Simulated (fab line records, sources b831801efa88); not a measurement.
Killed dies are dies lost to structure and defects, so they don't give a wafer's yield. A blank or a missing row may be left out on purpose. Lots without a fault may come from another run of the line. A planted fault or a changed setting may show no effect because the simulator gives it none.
Chamber matching | flow gf180mcu | GF_V3_CVD_02 on pecvd-03: 3 sister chambers
The step deposits SiO2 from TEOS, target thk 850 nm, time 94.851 s. 6 wafers are shown with their chamber, then 11 later ones without.

WAFERS WITH THEIR CHAMBER
wafer  | chamber | rf_fwd_power_W (W) | heater_power_w (W)
L082.6 | 0       | 592.7              | 597
L083.4 | 1       | 592.1              | 627
L084.1 | 0       | 593.7              | 652
L084.5 | 2       | 598.1              | 580
L084.6 | 1       | 594.2              | 573
L085.1 | 2       | 595.8              | 685

WAFERS WITHOUT THEIR CHAMBER
wafer  | rf_fwd_power_W (W) | heater_power_w (W)
L085.4 | 599.2              | 699
L085.6 | 596.8              | 533
L087.2 | 595.3              | 717
L087.3 | 593.6              | 601
L087.4 | 594.3              | 497
L093.1 | 593.1              | 645
L093.4 | 594.5              | 498
L093.5 | 599.0              | 571
L096.3 | 592.6              | 634
L096.4 | 595.8              | 625
L096.6 | 596.3              | 687

WHICH CHAMBER EACH WENT THROUGH
wafer  | from the rows above          | in truth
L085.4 | 2                            | 2
L085.6 | can't be placed: 2 or 1 or 0 | 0
L087.2 | can't be placed: 2 or 0 or 1 | 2
L087.3 | can't be placed: 1 or 0      | 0
L087.4 | can't be placed: 1 or 0 or 2 | 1
L093.1 | can't be placed: 0 or 1      | 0
L093.4 | can't be placed: 1 or 0 or 2 | 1
L093.5 | 2                            | 2
L096.3 | can't be placed: 0 or 1      | 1
L096.4 | can't be placed: 2 or 0 or 1 | 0
L096.6 | can't be placed: 2 or 0 or 1 | 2
Placed correctly: 2 of 11. Can't be placed from these rows: 9 (the true chamber is among the candidates in 9). Placed wrongly: 0.
How it was worked out, from the rows above alone: a wafer's distance from a chamber is the root of the sum, over the readings, of the square of ((its reading less the chamber's mean) divided by the reading's scatter). The wafer belongs to the nearest chamber; if the next one is less than 2 further off, it can't be placed. A chamber's mean is the mean of its shown wafers. The scatter: the root of (the sum of the squares of (reading less its chamber's mean) over the shown wafers, divided by (wafers less chambers)).
